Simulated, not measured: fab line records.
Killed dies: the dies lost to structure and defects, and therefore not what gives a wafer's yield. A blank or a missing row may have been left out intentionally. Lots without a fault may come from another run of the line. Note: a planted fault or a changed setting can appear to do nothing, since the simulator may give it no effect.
Comparing a struck lot with a sound one / flow sfq_line / 13 steps out of a route of 325
Sound: these wafers, L347.2, L347.3, L347.5. The struck wafers were L353.1, L353.4, L353.6. The cause is named last.
Per side, at each step with rows, come the tool, then ch with its chambers, and then its first start. Under that, the readings that differ: sound wafers / struck wafers / difference of the means / sigmas: that difference in standard deviations of wafers without a fault.
alike: readings with means less than 2 such deviations apart, plus words and numbers identical on both sides. not compared: withheld readings, readings lacking a value on some wafer, bounds such as >300 that could conceal the same value, and numbers that have no deviation in the record and whose values overlap.
A row with sigmas, a row that says differs or no value, or rows on one side alone: a step with any of these is where the two part. Numbers that don't overlap but have no deviation are shown without sigmas and don't part them. A reading that every wafer of one side lacks parts them only if that side has two wafers or more.

first, 1 step without rows for these wafers: SFQ_TRILAYER_M3_DEP_PRE_CLEAN_074 (time 22.5 s).
SFQ_TRILAYER_M3_DEP_SPUTTER_073: material Nb, target thk 200 nm, time 133.3 s.
  sound on pvd_sputter-03, day 35 12:25; struck on pvd_sputter-06, day 41 08:56
  alike: throttle_valve_pct
SFQ_M3_RS_MEAS_919: measures by four-point-probe.
  sound on film_metro-02, day 35 12:32; struck on film_metro-02, day 41 09:02
  alike: M3_NB_RS
then, 6 steps without rows for these wafers: SFQ_TRILAYER_M3_LITHO_COAT_080 (resist thk 62 nm); SFQ_TRILAYER_M3_LITHO_COAT_075 (resist thk 600 nm); SFQ_TRILAYER_M3_LITHO_SOFTBAKE_079; SFQ_TRILAYER_M3_LITHO_EXPOSE_076 (exposes mask M3, target cd 500 nm); SFQ_TRILAYER_M3_LITHO_PEB_078 (peb time 60 s); SFQ_TRILAYER_M3_LITHO_DEVELOP_077 (time 60 s).
-- the record jumps here: 2 days lie between the struck wafers' starts before and after --
SFQ_M3_OVL_MEAS_921:
  sound on overlay-02, day 41 04:23; struck on overlay-02, day 43 11:23
  alike: M3_OVL
SFQ_TRILAYER_M3_BARC_OPEN_METAL_ETCH_100: etches BARC in O2, target depth 125 nm, time 41.7 s.
  sound on rie_metal-04 ch 0,1, day 41 04:25; struck on rie_metal-02 ch 0,1, day 43 11:25
  alike: bias_w, drypump_motor_current_A, oes_product_au, rf_fwd_power_W
  not compared: rf_hours_counter_h
SFQ_TRILAYER_M3_ETCH_METAL_ETCH_078: etches Nb in Cl2/Ar, stops on SiO2, target depth 240 nm, time 120 s.
  sound on rie_metal-04 ch 0,1, day 41 04:29; struck on rie_metal-02 ch 0,1, day 43 11:29
reading=bias_w (W); sound=79.82 79.78 80.28; struck=77.50 77.31 77.04; difference=-2.68; sigmas=-10
  alike: drypump_motor_current_A, oes_product_au, rf_fwd_power_W
  not compared: rf_hours_counter_h
SFQ_TRILAYER_M3_STRIP_STRIP_079: strips in O2.
  sound on rie_metal-04 ch 0,1, day 41 04:36; struck on rie_metal-02 ch 0,1, day 43 11:36
  alike: drypump_motor_current_A, oes_product_au
  not compared: rf_hours_counter_h

== WHERE THEY PART ==
SFQ_TRILAYER_M3_ETCH_METAL_ETCH_078 only, going by this record. Later steps at which nothing parts them and some readings are alike: SFQ_TRILAYER_M3_STRIP_STRIP_079.

WHY: what had been put in by the simulator
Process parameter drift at SFQ_TRILAYER_M3_ETCH_METAL_ETCH_078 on rie_metal-02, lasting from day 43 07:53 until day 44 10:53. Setting bias_w, moved by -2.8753, from 80. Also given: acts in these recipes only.
